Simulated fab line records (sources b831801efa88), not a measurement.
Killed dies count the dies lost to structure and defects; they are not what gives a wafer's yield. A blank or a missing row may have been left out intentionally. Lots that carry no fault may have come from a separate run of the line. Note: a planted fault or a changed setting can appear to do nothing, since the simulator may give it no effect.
Struck lot and sound lot, side by side    flow gf180mcu    14 steps out of a route of 602
Sound: the wafers L892.1, L892.2, L892.5. Struck: wafer L898.3 (left out: L898.2, L898.6 of the same lot, which were not struck); the cause appears at the end.
Order at every step that has rows: each side's tool, ch and its chambers, its first start. Under that, the readings that differ: sound wafers    struck wafers    difference of the means    sigmas: that difference in standard deviations of wafers without a fault.
alike: same words and numbers on both sides, and readings whose means sit less than 2 such deviations apart. not compared: any withheld reading, any reading some wafer has no value for, any bound like >300 that may hide the same value, and any number with overlapping values for which the record gives no deviation.
Wherever a step has rows on one side only, a row that says differs or no value, or a row with sigmas, the two part there. Non-overlapping numbers with no deviation appear without sigmas and do not part them. Lack of a reading on every wafer of one side parts them only where that side has two or more wafers.

first, 4 steps without rows for these wafers: GF_SAB_SOFTBAKE_05 (time 60 s); GF_SAB_EXPOSE_06 (exposes mask SAB, target cd 420 nm); GF_SAB_PEB_07; GF_SAB_DEVELOP_08 (develop time 60 s).
GF_SAB_CD_MEAS_09: target cd 420 nm.
  sound: cdSem-01 at day 18 04:33; struck: cdSem-02 at day 20 07:32
  alike: cdNm
GF_SAB_OVL_MEAS_10:
  sound: overlay-02 at day 18 04:40; struck: overlay-02 at day 20 07:39
  alike: SAB_OVL
GF_SAB_ETCH_11: etches SiO2 in C4F8/O2/Ar, target depth 55 nm, time 8.5 s.
  sound on rieDiel-01 ch 0,2,3, day 18 04:43; struck on rieDiel-03 ch 2, day 20 07:41
  alike: chamberPressureMTorr, oesProductAu
  not compared: rfHoursCounterH
then, 1 step without rows for these wafers: GF_SAB_WET_ETCH_12 (etches SiO2 in dHF, target depth 22 nm, time 440 s).
GF_SAB_STRIP_13: strips in O2/N2.
  sound on plasmaAsher-04 ch 0,1, day 18 04:52; struck on plasmaAsher-01 ch 1, day 20 07:50
  alike: chamberPressureMTorr, drypumpMotorCurrentA, heaterPowerW, oesProductAu, stripTimeToEndpointS
  not compared: rfHoursCounterH
then, 2 steps without rows for these wafers: GF_SALICIDE_CLEAN_00 (cleans in SC1/SC2, time 150 s); GF_SALICIDE_WET_ETCH_01 (etches SiO2 in dHF, target depth 5 nm, time 100 s).
GF_SALICIDE_SPUTTER_02: material Co, target thk 10 nm, time 20 s.
  sound: pvdSputter-01 at day 18 05:04; struck: pvdSputter-02 at day 20 08:01
  alike: chamberPressurePa, throttleValvePct
GF_SALICIDE_SPUTTER_03: material TiN, target thk 20 nm, time 16.7 s.
  sound: pvdSputter-01 at day 18 05:05; struck: pvdSputter-02 at day 20 08:03
reading                                      sound              struck  difference  sigmas
model.TiN_of_SALICIDE_SPUTTER_03.thkNm (nm)  20.06 20.18 20.28  20.43   +0.26       
  alike: chamberPressurePa, throttleValvePct
GF_SALICIDE_RS_MEAS_04: measures by four-point-probe.
  sound: filmMetro-04 at day 18 05:07; struck: filmMetro-04 at day 20 08:06
  alike: SALICIDE_TIN_RS

WHERE THEY PART
Nowhere in this record.

WHY: the cause the simulator had injected
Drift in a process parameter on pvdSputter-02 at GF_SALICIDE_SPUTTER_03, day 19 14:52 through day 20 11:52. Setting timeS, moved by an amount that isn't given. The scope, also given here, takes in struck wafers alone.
